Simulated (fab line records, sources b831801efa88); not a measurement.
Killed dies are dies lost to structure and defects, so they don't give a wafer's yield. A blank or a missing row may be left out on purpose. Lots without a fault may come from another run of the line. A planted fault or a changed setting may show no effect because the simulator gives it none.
Which tool did it? | flow gf180mcu | 12 lots, 35 wafers sampled, at 5 steps of a route of 602

WHAT THE GAUGES READ, wafer by wafer
GF_V4_THK_MEAS_01.
lot  | measured     | on            | V4_CVD_00_THK (nm)
L677 | day 24 01:32 | film_metro-04 | 603 599 599
L678 | day 24 11:28 | film_metro-02 | 613 605 601
L680 | day 25 08:32 | film_metro-02 | 616 613 607
L681 | day 25 12:59 | film_metro-02 | 602 599 599
L682 | day 25 16:08 | film_metro-03 | 608 599 606
L684 | day 26 10:31 | film_metro-03 | 594 611 607
L685 | day 26 13:04 | film_metro-04 | 607 600 611
L686 | day 27 01:14 | film_metro-03 | 593 603 602
L689 | day 27 19:01 | film_metro-04 | 594 606
L695 | day 29 17:53 | film_metro-03 | 610 614 612
L697 | day 30 01:29 | film_metro-03 | 616 612 610
L699 | day 30 15:53 | film_metro-03 | 604 606 607

WHICH TOOL RAN EACH LOT (tool, then ch and the chambers of the sampled wafers, then the start)
lot  | GF_MVPSD_STRIP_10                    | GF_PSD_COAT_02                    | GF_PSD_STRIP_10                      | GF_M2_STRIP_17
L677 | plasma_asher-03 ch 0,1, day 5 06:24  | litho_track-03 ch 0, day 14 05:38 | plasma_asher-03 ch 0,1, day 14 16:34 | plasma_asher-02 ch 0,1, day 19 19:46
L678 | plasma_asher-04 ch 0,1, day 5 13:47  | litho_track-02 ch 0, day 14 16:32 | plasma_asher-02 ch 1, day 15 03:29   | plasma_asher-03 ch 1, day 20 06:16
L680 | plasma_asher-03 ch 0,1, day 6 01:37  | litho_track-02 ch 0, day 15 14:30 | plasma_asher-02 ch 0,1, day 16 01:44 | plasma_asher-03 ch 0, day 21 06:16
L681 | plasma_asher-01 ch 0,1, day 6 10:21  | litho_track-02 ch 0, day 15 17:47 | plasma_asher-03 ch 0,1, day 16 05:14 | plasma_asher-03 ch 0,1, day 21 11:46
L682 | plasma_asher-01 ch 0,1, day 6 14:11  | litho_track-04 ch 0, day 15 22:16 | plasma_asher-02 ch 0,1, day 16 09:44 | plasma_asher-02 ch 0,1, day 21 15:43
L684 | plasma_asher-03 ch 0,1, day 7 03:37  | litho_track-04 ch 0, day 16 18:15 | plasma_asher-03 ch 1, day 17 05:50   | plasma_asher-01 ch 0,1, day 22 11:32
L685 | plasma_asher-01 ch 0,1, day 7 07:44  | litho_track-04 ch 0, day 16 20:54 | plasma_asher-04 ch 0,1, day 17 09:00 | plasma_asher-03 ch 0,1, day 22 14:56
L686 | plasma_asher-01 ch 0,1, day 7 14:26  | litho_track-02 ch 0, day 17 07:47 | plasma_asher-03 ch 0,1, day 17 20:08 | plasma_asher-01 ch 1, day 23 02:46
L689 | plasma_asher-03 ch 0, day 8 05:20    | litho_track-04 ch 0, day 18 06:01 | plasma_asher-04 ch 1, day 18 18:16   | plasma_asher-01 ch 1, day 23 23:41
L695 | plasma_asher-03 ch 0,1, day 9 21:25  | litho_track-03 ch 0, day 20 15:17 | plasma_asher-02 ch 0,1, day 21 03:58 | plasma_asher-02 ch 0,1, day 26 03:37
L697 | plasma_asher-04 ch 0,1, day 10 07:23 | litho_track-03 ch 0, day 21 01:23 | plasma_asher-04 ch 0,1, day 21 13:44 | plasma_asher-02 ch 0,1, day 26 11:47
L699 | plasma_asher-03 ch 0,1, day 10 18:05 | litho_track-04 ch 0, day 21 19:43 | plasma_asher-02 ch 0,1, day 22 08:00 | plasma_asher-03 ch 0,1, day 27 04:07
- GF_MVPSD_STRIP_10: strips in O2/N2.
- GF_PSD_COAT_02: resist thk 1000 nm.
- GF_PSD_STRIP_10: strips in O2/N2.
- GF_M2_STRIP_17: strips in O2/N2.

WHAT THE TOOLS THEMSELVES READ (means of the sampled wafers that have a number; where no wafer has one, the mark that the record gives instead)
GF_MVPSD_STRIP_10.
lot  | tool            | drypump_motor_current_A (A) | heater_power_w (W) | oes_product_au (a.u.) | strip_time_to_endpoint_s (s)
L677 | plasma_asher-03 | 5.9                         | 332                | 0.721                 | 36.72
L678 | plasma_asher-04 | 5.4                         | 325                | 0.727                 | 36.90
L680 | plasma_asher-03 | 5.9                         | 336                | 0.721                 | 36.80
L681 | plasma_asher-01 | 5.3                         | 332                | 0.722                 | 36.88
L682 | plasma_asher-01 | 5.3                         | 321                | 0.721                 | 36.93
L684 | plasma_asher-03 | 6.2                         | 333                | 0.725                 | 36.99
L685 | plasma_asher-01 | 5.2                         | 322                | 0.722                 | 36.92
L686 | plasma_asher-01 | 5.3                         | 324                | 0.728                 | 36.87
L689 | plasma_asher-03 | 5.5                         | 334                | 0.718                 | 36.83
L695 | plasma_asher-03 | 5.9                         | 330                | 0.722                 | 36.95
L697 | plasma_asher-04 | 5.5                         | 326                | 0.722                 | 36.89
L699 | plasma_asher-03 | 5.9                         | 335                | 0.727                 | 36.95

GF_PSD_STRIP_10.
lot  | tool            | drypump_motor_current_A (A) | heater_power_w (W) | oes_product_au (a.u.) | strip_time_to_endpoint_s (s)
L677 | plasma_asher-03 | 5.9                         | 328                | 0.591                 | 16.52
L678 | plasma_asher-02 | 5.5                         | 303                | 0.590                 | 16.51
L680 | plasma_asher-02 | 6.2                         | 320                | 0.592                 | 16.52
L681 | plasma_asher-03 | 5.9                         | 332                | 0.592                 | 16.47
L682 | plasma_asher-02 | 6.2                         | 321                | 0.591                 | 16.54
L684 | plasma_asher-03 | 6.6                         | 338                | 0.592                 | 16.56
L685 | plasma_asher-04 | 5.2                         | 324                | 0.593                 | 16.53
L686 | plasma_asher-03 | 5.8                         | 338                | 0.591                 | 16.53
L689 | plasma_asher-04 | 4.9                         | 326                | 0.589                 | 17.04
L695 | plasma_asher-02 | 5.8                         | 315                | 0.590                 | 16.49
L697 | plasma_asher-04 | 5.5                         | 321                | 0.595                 | 16.50
L699 | plasma_asher-02 | 5.8                         | 312                | 0.594                 | 16.54

GF_M2_STRIP_17.
lot  | tool            | drypump_motor_current_A (A) | heater_power_w (W) | oes_product_au (a.u.) | strip_time_to_endpoint_s (s)
L677 | plasma_asher-02 | 6.2                         | 312                | 0.538                 | 7.36
L678 | plasma_asher-03 | 6.6                         | 333                | 0.540                 | 7.38
L680 | plasma_asher-03 | 5.5                         | 333                | 0.539                 | 7.34
L681 | plasma_asher-03 | 6.2                         | 334                | 0.538                 | 7.34
L682 | plasma_asher-02 | 6.2                         | 314                | 0.543                 | 7.46
L684 | plasma_asher-01 | 5.3                         | 332                | 0.542                 | 7.42
L685 | plasma_asher-03 | 6.2                         | 333                | 0.533                 | 7.38
L686 | plasma_asher-01 | 5.3                         | 344                | 0.537                 | 7.38
L689 | plasma_asher-01 | 5.3                         | 346                | 0.535                 | 7.35
L695 | plasma_asher-02 | 6.2                         | 311                | 0.533                 | 7.36
L697 | plasma_asher-02 | 5.9                         | 307                | 0.538                 | 7.41
L699 | plasma_asher-03 | 5.9                         | 333                | 0.538                 | 7.38

THE ANSWER, worked out from the rows above alone
Rule: what is usual is taken from the lots themselves. Put in order of their means at a reading, lots are off if they are a third of the lots or fewer, leave a main group of 4 or more, and stand apart from it by a gap of 3 or more times the standard deviation of the main group's means; of several such gaps the widest counts. A main group whose means are all the same, to the digits that the tables above print for the reading, isn't used. A lot without any number at a reading at which 4 lots or more have one is off too. The other lots that the step has rows for count as sound. The gauges are gone through in route order, then the tools' own readings, and for those a lot's mean is taken as printed above. The first step at which some lot is off is used, and at that step the reading that is off furthest; a lot without a number counts as furthest.
Off: L689, at GF_PSD_STRIP_10 (strip_time_to_endpoint_s). The main group: mean 16.52 s, standard deviation 0.024.
A tool fits if, at that step or a process step before it, it ran every lot that is off, and no sound lot after the first of them. None of those tried fits.

WHAT THE SIMULATOR HAD PUT IN
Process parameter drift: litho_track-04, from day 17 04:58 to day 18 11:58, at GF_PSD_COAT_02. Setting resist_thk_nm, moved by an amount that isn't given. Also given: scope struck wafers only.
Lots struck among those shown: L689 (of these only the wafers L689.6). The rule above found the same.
